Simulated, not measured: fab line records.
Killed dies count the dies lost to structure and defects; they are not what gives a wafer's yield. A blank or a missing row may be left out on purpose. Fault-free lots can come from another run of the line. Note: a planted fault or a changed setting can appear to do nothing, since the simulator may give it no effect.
Comparing a struck lot with a sound one -- flow sky130 -- 17 out of 708 route steps
Sound: the wafers L354.1, L354.2, L354.5. Wafers struck: L360.1, L360.5, L360.6. The cause is named last.
Each step with rows lists, per side, the tool, then ch with its chambers, then its first start. Under that, the readings that differ: sound wafers -- struck wafers -- difference of the means -- sigmas: that difference in standard deviations of wafers without a fault.
alike: words and numbers the same on both sides, and readings whose means are apart by under 2 such deviations; not compared: readings that were withheld, readings missing a value for some wafer, numbers with overlapping values and no deviation given by the record, and bounds like >300 which may hide the same value.
A row with sigmas, a row that says differs or no value, or rows on one side alone: a step with any of these is where the two part. When numbers do not overlap yet have no deviation, they are printed without sigmas and do not part them. Lack of a reading on every wafer of one side parts them only where that side has two or more wafers.

SKY_VIA3_CMP_02: polishes SiO2.
  sound on cmp-02 ch 1,3, day 42 19:46; struck on cmp-02 ch 0,3, day 44 15:00
  alike: motor current A
SKY_VIA3_BOW_MEAS_03:
  struck on film metro-01, day 44 15:18; sound on film metro-01, day 42 20:01
  alike: VIA3_BOW
then, 8 steps without rows for these wafers: SKY_VIA3_DEHYDRATE_04 (time 60 s); SKY_VIA3_HMDS_05 (prime time 60 s); SKY_VIA3_COAT_06 (resist thk 60 nm); SKY_VIA3_COAT_07 (resist thk 450 nm); SKY_VIA3_SOFTBAKE_08 (time 90 s); SKY_VIA3_EXPOSE_09 (exposes mask VIM3, target cd 200 nm); SKY_VIA3_PEB_10; SKY_VIA3_DEVELOP_11 (develop time 60 s).
SKY_VIA3_CD_MEAS_12: target cd 200 nm.
  struck on cd sem-01, day 45 14:22; sound on cd sem-01, day 43 18:27
reading,sound,struck,difference,sigmas
cd nm (nm),200.8 198.6 198.7,202.1 202.2 202.3,+2.8,+2
SKY_VIA3_OVL_MEAS_13:
  struck on overlay-02, day 45 14:29; sound on overlay-02, day 43 18:34
reading,sound,struck,difference,sigmas
VIA3_OVL (nm),10 9 13,-3 7 -3,-10,-2
SKY_VIA3_ETCH_14: etches BARC in N2/H2, stops on SiO2, time 45.9 s, target depth 60 nm.
  sound on rie diel-02 ch 0,2, day 43 18:36; struck on rie diel-02 ch 2,3, day 45 14:31
reading,sound,struck,difference,sigmas
oes product au (a.u.),0.850 0.853 0.857,1.011 1.003 1.014,+0.156,+35
run length s (s),74.1 73.9 74.1,63.3 62.5 63.3,-11.0,-20
model.KrF-thick_of_VIA3_COAT_07.thk nm (nm),391.2 390.8 391.4,401.8 402.8 402.3,+11.2,
  alike: drypump motor current A, throttle valve pct
  not compared: rf hours counter h
SKY_VIA3_ETCH_15: etches SiO2 in C4F8/O2/Ar, stops on TiN, target depth 507 nm, time 78 s.
  sound on rie diel-02 ch 0,2, day 43 18:38; struck on rie diel-02 ch 2,3, day 45 14:34
reading,sound,struck,difference,sigmas
model.KrF-thick_of_VIA3_COAT_07.thk nm (nm),287.7 286.9 286.9,300.1 301.5 300.2,+13.4,
  alike: oes product au, run length s
  not compared: rf hours counter h
SKY_VIA3_STRIP_16: strips in O2/N2.
  sound on plasma asher-02 ch 0,1, day 43 18:42; struck on plasma asher-02 ch 0,1, day 45 14:37
reading,sound,struck,difference,sigmas
strip time to endpoint s (s),4.089 4.098 4.080,4.225 4.236 4.221,+0.138,+5
  alike: drypump motor current A, o2 flow sccm, oes product au
  not compared: rf hours counter h
then, 1 step without rows for these wafers: SKY_VIA3_STRIP_17 (strips in post etch residue remover, time 1200 s).
-- the record jumps here: 5 days lie between the struck wafers' starts before and after (it left off in module VIA3 and takes up again in module PAD_OPEN, whose first step shown is number 708 of the route) --
SKY_PAD_OPEN_PROBE_99:
  struck on prober-01, day 51 01:10; sound on prober-02, day 49 12:21
  alike: defect limited yield, killed_at_M0_to_M3, killed_at_M4_up, killed at contacts, killed at front end, killed at other, killed dies, killed open, killed short, sort_bin_3_pad_short, sort_bin_5_function, sort_bin_6_memory, sort n pass, sort yield pct

== WHERE THEY PART ==
First at SKY_VIA3_CD_MEAS_12; last, within this record, at SKY_VIA3_STRIP_16. Later steps at which nothing parts them and some readings are alike: SKY_PAD_OPEN_PROBE_99.

WHY: what had been put in by the simulator
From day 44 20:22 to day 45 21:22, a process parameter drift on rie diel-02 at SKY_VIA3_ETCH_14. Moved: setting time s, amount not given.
